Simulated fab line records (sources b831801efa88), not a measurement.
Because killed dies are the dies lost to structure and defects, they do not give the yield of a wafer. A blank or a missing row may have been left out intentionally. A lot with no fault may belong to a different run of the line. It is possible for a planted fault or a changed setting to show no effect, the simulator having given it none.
fab line records | flow sky130
record: lots: 7 | wafers: 21 | lastDay: 50
route steps=708 shown SONOS_ONO@184 GATE_OXIDE@187
lots with no fault: from the same line, run without faults
startH: hours from the record's opening day to when the first of the lot's shown wafers began | waitH: how many hours have passed since the lot's step before this one | " same as the row above | L1.1+2: one row covering several wafers at once | - value missing, or start not given | * or withheld: withheld | < > ~ a bound
route shown NAME@n: a module of which the file shows steps, and the number in the route of the first | usual: mean/standard deviation of fault-free wafers | same: alike in all rows | chamber/n: place in a boat | sites: per-site readings | _std_site: the standard deviation of these | _edge_site: mean of outer sites minus mean of inner sites | radiusMm: for every site, how far away it sits from the centre of the wafer | mask NAME#n: copy n | behind: the last tool/chamber to shape the wafer | hold: why the lot went on hold/how many hours it stayed there/how the hold came to an end | device: names the non-switching transistor (n, p or np) | end of line: the tests these same wafers got at the end of their route | a step without rows: its recipe alone | killed: at the first sort, the dies lost to defects and structure; wafer yield is something else | map: a wafer's dies, marking killed ones x, the rest . and places with no die _
set.NAME: setting as actually run; set.NAME@STEP: the setting as run at that earlier step | model.NAME: the simulator's own value behind a step, which no gauge read
lots at selected steps of the route; one table per step, one row per wafer
services: a tool's chamber out of use, with start hour (startH, from the record's first day; less than 0 if before it), hours out, and reason
== steps ==
step: SKY_SONOS_ONO_WET_ETCH_16
recipe: chemistry: dHF | targetDepthNm: 14 | dry: n2Spin | target: SiO2 | dilution: 100:1 | tempC: 25 | timeS: 280
step: SKY_SONOS_ONO_STRIP_17
recipe: chemistry: O2/N2 | powerW: 1400 | pressureMtorr: 1500 | platenTempC: withheld | o2FlowSccm: 3000 | n2FlowSccm: 300 | overashFraction: 0.5
usual: drypumpMotorCurrentA: 5.6/0.45 | oesProductAu: 0.710/0.0043 | stripTimeToEndpointS: 14.10/0.035
lot.wafer | tool           | chamber | startH | waitH | drypumpMotorCurrentA | oesProductAu | rfHoursCounterH | stripTimeToEndpointS
L463.3    | plasmaAsher-01 | 1       | 311.94 | 0.0   | 6.0                  | 0.698        | -               | 14.09
L463.4    | "              | 0       | "      | "     | 6.0                  | 0.721        | -               | 14.09
L463.6    | "              | 1       | "      | "     | 6.0                  | 0.713        | -               | 14.08
L464.1    | plasmaAsher-01 | 1       | 312.56 | 0.0   | 6.0                  | 0.705        | 65              | 14.09
L464.2    | "              | 0       | "      | "     | 5.9                  | 0.711        | 65              | 14.13
L464.6    | "              | 1       | "      | "     | 6.0                  | 0.709        | -               | 14.06
L476.1    | plasmaAsher-03 | 0       | 411.27 | 0.0   | 4.9                  | 0.713        | 58              | 14.07
L476.3    | "              | 1       | "      | "     | 5.3                  | 0.714        | -               | 14.09
L476.4    | "              | 0       | "      | "     | 4.9                  | 0.708        | -               | 14.10
L478.1    | plasmaAsher-03 | 1       | 423.10 | 0.0   | 5.2                  | 0.708        | 59              | 14.11
L478.2    | "              | 0       | "      | "     | 4.9                  | 0.715        | 59              | 14.10
L478.6    | "              | 1       | "      | "     | 5.2                  | 0.707        | -               | 14.10
L479.1    | plasmaAsher-03 | 0       | 430.00 | 0.1   | 4.9                  | 0.715        | 60              | 14.17
L479.2    | "              | 1       | "      | "     | 5.3                  | 0.708        | 60              | 14.07
L479.6    | "              | 0       | "      | "     | 4.9                  | 0.706        | -               | 14.10
L481.3    | plasmaAsher-03 | 0       | 456.34 | 0.0   | 4.9                  | 0.710        | -               | 14.12
L481.4    | "              | 1       | "      | "     | 5.2                  | 0.715        | -               | 14.08
L481.6    | "              | 1       | "      | "     | 5.2                  | 0.708        | -               | 14.13
L484.1    | plasmaAsher-03 | 0       | 467.65 | 0.0   | 4.9                  | 0.709        | 64              | 14.08
L484.2    | "              | 1       | "      | "     | 5.2                  | 0.712        | 64              | 14.05
L484.3    | "              | 0       | "      | "     | 4.9                  | 0.713        | -               | 14.10
step: SKY_SONOS_ONO_WET_ETCH_18
recipe: chemistry: H3PO4 | targetDepthNm: 15 | target: Si3N4 | tempC: 160 | timeS: 172
step: SKY_GATE_OXIDE_CLEAN_00
recipe: chemistry: SC1/SC2 | mix: 1:4:20 | tempC: 70 | timeS: 150 | dry: n2Spin
step: SKY_GATE_OXIDE_OXIDATION_01
recipe: tempC: 900 | ambient: O2 | stabiliseS: 600 | purgeS: 300 | targetThkA: 102.68 | oxTimeS: 1473
step: SKY_GATE_OXIDE_THK_MEAS_02
recipe: reads: SiO2_of_GATE_OXIDE_OXIDATION_01
usual: GATE_OXIDE_OXIDATION_00_THK: 10.32/0.19
lot.wafer | tool         | chamber | startH | waitH | GATE_OXIDE_OXIDATION_00_THK[nm]
L464.1    | filmMetro-03 | -       | 314.59 | 0.0   | 10.08
L464.2    | "            | -       | "      | "     | 10.22
L464.6    | "            | -       | "      | "     | 10.20
L463.3    | filmMetro-04 | -       | 314.61 | 0.0   | 10.30
L463.4    | "            | -       | "      | "     | 10.20
L463.6    | "            | -       | "      | "     | 10.24
L476.1    | filmMetro-04 | -       | 420.15 | 0.0   | 10.44
L476.3    | "            | -       | "      | "     | 10.34
L476.4    | "            | -       | "      | "     | 10.48
L478.1    | filmMetro-01 | -       | 425.68 | 0.0   | 10.40
L478.2    | "            | -       | "      | "     | 10.31
L478.6    | "            | -       | "      | "     | 10.51
L479.1    | filmMetro-04 | -       | 431.61 | 0.0   | 10.24
L479.2    | "            | -       | "      | "     | 10.42
L479.6    | "            | -       | "      | "     | 10.35
L481.3    | filmMetro-01 | -       | 459.58 | 0.0   | 10.36
L481.4    | "            | -       | "      | "     | 10.18
L481.6    | "            | -       | "      | "     | 10.16
L484.1    | filmMetro-03 | -       | 476.76 | 0.0   | 10.66
L484.2    | "            | -       | "      | "     | 10.21
L484.3    | "            | -       | "      | "     | 10.21
step: SKY_GATE_OXIDE_DEHYDRATE_03
recipe: tempC: 200 | timeS: 60
step: SKY_GATE_OXIDE_HMDS_04
recipe: primeTimeS: 60 | primeTempC: 120
step: SKY_GATE_OXIDE_COAT_05
recipe: resist: NOVOLAK | spinRpm: 3000 | resistThkNm: 1140
step: SKY_GATE_OXIDE_SOFTBAKE_06
recipe: tempC: 90 | timeS: 60 | resist: NOVOLAK
step: SKY_GATE_OXIDE_EXPOSE_07
recipe: maskId: LVOM | na: 0.6 | sourceShape: conventional | sigmaOuter: 0.6 | polarization: unpolarized | targetCdNm: 600 | doseMj: 170
step: SKY_GATE_OXIDE_PEB_08
recipe: tempC: withheld | timeS: * | resist: NOVOLAK
step: SKY_GATE_OXIDE_DEVELOP_09
recipe: resist: NOVOLAK | developer: TMAH | developTimeS: 60 | devTempC: 23
usual: chillPlateTempC: 23.03/0.12 | developTimeS: 60/0
lot.wafer | tool          | chamber | startH | waitH | chillPlateTempC | developTimeS
L463.3    | lithoTrack-04 | 0       | 340.73 | 0.1   | 22.87           | 60
L463.4    | "             | 0       | "      | "     | 23.09           | 60
L463.6    | "             | 0       | "      | "     | 23.04           | 60
L464.1    | lithoTrack-03 | 0       | 340.85 | 0.1   | 23.16           | 60
L464.2    | "             | 0       | "      | "     | 22.96           | 60
L464.6    | "             | 0       | "      | "     | 23.07           | 60
L476.1    | lithoTrack-04 | -       | 450.03 | 0.1   | -               | -
L476.3    | "             | -       | "      | "     | -               | -
L476.4    | "             | -       | "      | "     | -               | -
L478.1    | lithoTrack-04 | -       | 455.18 | 0.1   | -               | -
L478.2    | "             | -       | "      | "     | -               | -
L478.6    | "             | -       | "      | "     | -               | -
L479.1    | lithoTrack-03 | -       | 462.50 | 0.1   | -               | -
L479.2    | "             | -       | "      | "     | -               | -
L479.6    | "             | -       | "      | "     | -               | -
L481.3    | lithoTrack-03 | 0       | 487.30 | 0.1   | 23.13           | 60
L481.4    | "             | 0       | "      | "     | 23.17           | 60
L481.6    | "             | 0       | "      | "     | 23.48           | 60
L484.1    | lithoTrack-04 | 0       | 506.88 | 0.1   | 23.06           | 60
L484.2    | "             | 0       | "      | "     | 23.08           | 60
L484.3    | "             | 0       | "      | "     | 23.08           | 60
step: SKY_GATE_OXIDE_OVL_MEAS_10
usual: GATE_OXIDE_OVL: 1.6/1.2
lot.wafer | tool       | chamber | startH | waitH | GATE_OXIDE_OVL[nm]
L463.3    | overlay-02 | -       | 340.84 | 0.1   | 1.1
L463.4    | "          | -       | "      | "     | -0.1
L463.6    | "          | -       | "      | "     | 3.6
L464.1    | overlay-02 | -       | 341.00 | 0.1   | -0.5
L464.2    | "          | -       | "      | "     | -0.4
L464.6    | "          | -       | "      | "     | 1.6
L476.1    | overlay-02 | -       | 450.18 | 0.1   | -
L476.3    | "          | -       | "      | "     | -
L476.4    | "          | -       | "      | "     | -
L478.1    | overlay-02 | -       | 455.33 | 0.1   | -
L478.2    | "          | -       | "      | "     | -
L478.6    | "          | -       | "      | "     | -
L479.1    | overlay-02 | -       | 462.65 | 0.1   | -
L479.2    | "          | -       | "      | "     | -
L479.6    | "          | -       | "      | "     | -
L481.3    | overlay-01 | -       | 487.41 | 0.1   | 0.5
L481.4    | "          | -       | "      | "     | 0.8
L481.6    | "          | -       | "      | "     | 1.9
L484.1    | overlay-01 | -       | 507.03 | 0.1   | 0.2
L484.2    | "          | -       | "      | "     | 0.3
L484.3    | "          | -       | "      | "     | -0.2
== services ==
tool           | chamber | startH | hours | kind
lithoTrack-04  | -       | 353.00 | -     | consumableReplace:filter
plasmaAsher-03 | -       | 370.18 | 4.5   | repair
plasmaAsher-01 | -       | 421.25 | 9.0   | pm
plasmaAsher-01 | 0       | 421.25 | 9.0   | ventCycle
plasmaAsher-01 | 1       | 421.25 | 9.0   | ventCycle
plasmaAsher-01 | -       | 430.25 | 2.8   | pm
plasmaAsher-01 | 0       | 430.25 | -     | clean
plasmaAsher-01 | 1       | 430.25 | -     | clean
lithoTrack-03  | -       | 450.52 | -     | consumableReplace:filter
plasmaAsher-03 | -       | 464.97 | 0.4   | repair
plasmaAsher-01 | -       | 481.52 | 1.7   | repair
plasmaAsher-03 | -       | 504.78 | 2.8   | pm
== key ==
firstSign: step: SKY_GATE_OXIDE_DEVELOP_09 | reading: toolRecord | direction: missing
effect none on later readings
metAt SKY_GATE_OXIDE_DEVELOP_09
struckWafers L476.1,L476.3,L476.4,L478.1,L478.2,L478.6,L479.1,L479.2,L479.6
laterRowsLeftOut L476.1,L476.3,L476.4,L478.1,L478.2,L478.6,L479.1,L479.2,L479.6
sortLeftOut L476.1,L476.3,L476.4,L478.1,L478.2,L478.6,L479.1,L479.2,L479.6
testerLeftOut L476,L478,L479
onsetBetween 340.85 450.03
fault: kind: skippedStepWhole | tool: lithoTrack-03,lithoTrack-04 | chamber: - | onsetH: 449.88 | steps: SKY_GATE_OXIDE_DEVELOP_09 | scope: struckLotsOnly
testerLeftOut: of these lots the tester's yield and bins aren't shown, on N5 and GAA mostly nor the transistor test; their killed dies are dies lost to structure and defects alone, not to doping, threshold or leakage, so they don't give the yield
sortLeftOut: the simulated sort isn't trusted on such a fault, so these wafers' sort isn't shown, and their yield isn't known
laterRowsLeftOut: the simulator's readings of these wafers behind a module that went badly wrong aren't trusted and aren't shown, but for the sort
